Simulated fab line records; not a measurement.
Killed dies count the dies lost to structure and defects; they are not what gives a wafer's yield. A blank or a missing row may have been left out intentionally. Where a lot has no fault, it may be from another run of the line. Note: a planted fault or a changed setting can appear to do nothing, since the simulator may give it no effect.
Comparing a struck lot with a sound one | flow sky130 | 16 steps out of a route of 708
Sound: wafers L264.3, L264.5, L264.6. Wafers struck: L248.2, L248.3, L248.5. At the end, the cause is stated.
Each step with rows lists, per side, the tool, then ch with its chambers, then its first start. Under that, the readings that differ: sound wafers | struck wafers | difference of the means | sigmas: that difference in standard deviations of wafers without a fault.
alike: a reading whose means differ by less than 2 such deviations, as well as words and numbers matching on both sides. not compared: withheld readings; readings where some wafer has no value; bounds like >300 that might hide an equal value; numbers whose values overlap and for which the record gives no deviation.
A row with sigmas, a row that says differs or no value, or rows on one side alone: a step with any of these is where the two part. When numbers do not overlap yet have no deviation, they are printed without sigmas and do not part them. A reading that every wafer of one side lacks parts them only if that side has two wafers or more.

SKY_LI_CONTACT_BOW_MEAS_03:
  sound: filmMetro-04 at day 34 06:20; struck: filmMetro-02 at day 29 21:13
  alike: LI_CONTACT_BOW
then, 8 steps without rows for these wafers: SKY_LI_CONTACT_DEHYDRATE_04 (time 60 s); SKY_LI_CONTACT_HMDS_05 (prime time 60 s); SKY_LI_CONTACT_COAT_06 (resist thk 60 nm); SKY_LI_CONTACT_COAT_07 (resist thk 450 nm); SKY_LI_CONTACT_SOFTBAKE_08 (time 90 s); SKY_LI_CONTACT_EXPOSE_09 (exposes mask LICM1, target cd 170 nm); SKY_LI_CONTACT_PEB_10; SKY_LI_CONTACT_DEVELOP_11 (develop time 60 s).
SKY_LI_CONTACT_CD_MEAS_12: the cd target is 170 nm.
  sound: cdSem-01 at day 35 09:02; struck: cdSem-01 at day 30 23:49
reading   | sound             | struck            | difference | sigmas
cdNm (nm) | 166.5 166.6 167.0 | 172.3 172.5 171.7 | +5.5       | +3
SKY_LI_CONTACT_OVL_MEAS_13:
  sound: overlay-02 at day 35 09:08; struck: overlay-02 at day 30 23:55
reading             | sound       | struck | difference | sigmas
LI_CONTACT_OVL (nm) | -15 -12 -13 | 5 -3 2 | +15        | +3
SKY_LI_CONTACT_ETCH_14: etches BARC in N2/H2, stops on SiO2, time 45.9 s, target depth 60 nm.
  sound on rieDiel-03 ch 0,2,3, day 35 09:09; struck on rieDiel-03 ch 0,1,3, day 30 23:57
  alike: biasW, chamberPressureMTorr, drypumpMotorCurrentA, oesProductAu, throttleValvePct
  not compared: rfHoursCounterH
SKY_LI_CONTACT_ETCH_15: etches PSG in C4F8/O2/Ar, stops on Si, target depth 600 nm.
  sound on rieDiel-03 ch 0,2,3, day 35 09:12; struck on rieDiel-03 ch 0,1,3, day 31 00:00
  no value came back on the struck wafers for biasW (W), chamberPressureMTorr (mTorr), oesProductAu (a.u.); on the sound wafers biasW (W) reads 1199 1196 1194
reading                                          | sound           | struck            | difference | sigmas
model.KrF-thick_of_LI_CONTACT_COAT_07.thkNm (nm) | 235.4 230.3 237 | 395.6 394.1 396.8 | +161.3     | 
SKY_LI_CONTACT_STRIP_16: strips in O2/N2.
  sound on plasmaAsher-04 ch 0,1, day 35 09:19; struck on plasmaAsher-04 ch 0,1, day 31 00:05
reading                  | sound             | struck            | difference | sigmas
oesProductAu (a.u.)      | 0.378 0.376 0.378 | 0.440 0.443 0.447 | +0.066     | +14
stripTimeToEndpointS (s) | 3.55 3.49 3.56    | 5.23 5.21 5.25    | +1.70      | +51
  alike: drypumpMotorCurrentA
  not compared: rfHoursCounterH
then, 1 step without rows for these wafers: SKY_LI_CONTACT_CLEAN_17 (cleans in NMP, time 600 s).
-- record jumps: 16 days separate the struck wafers' starts on either side; left off in module LI_CONTACT, taken up again in module PAD_OPEN, whose first shown step is the route's number 708 --
SKY_PAD_OPEN_PROBE_99:
  sound: prober-02 at day 50 01:26; struck: prober-01 at day 46 23:37
reading          | sound    | struck      | difference | sigmas
killedAtContacts | 13 21 22 | 431 438 436 | +416       | +80
killedDies       | 78 78 85 | 492 492 492 | +412       | +43
killedOnRim      | 11 13 15 | 96 96 96    | +83        | +22
  alike: killed_at_M0_to_M3, killed_at_M4_up, killedAtFrontEnd, killedAtOther, killedOpen, killedShort

== WHERE THEY PART ==
Earliest at SKY_LI_CONTACT_CD_MEAS_12; latest, in this record, at SKY_PAD_OPEN_PROBE_99.

WHY: what had been put in by the simulator
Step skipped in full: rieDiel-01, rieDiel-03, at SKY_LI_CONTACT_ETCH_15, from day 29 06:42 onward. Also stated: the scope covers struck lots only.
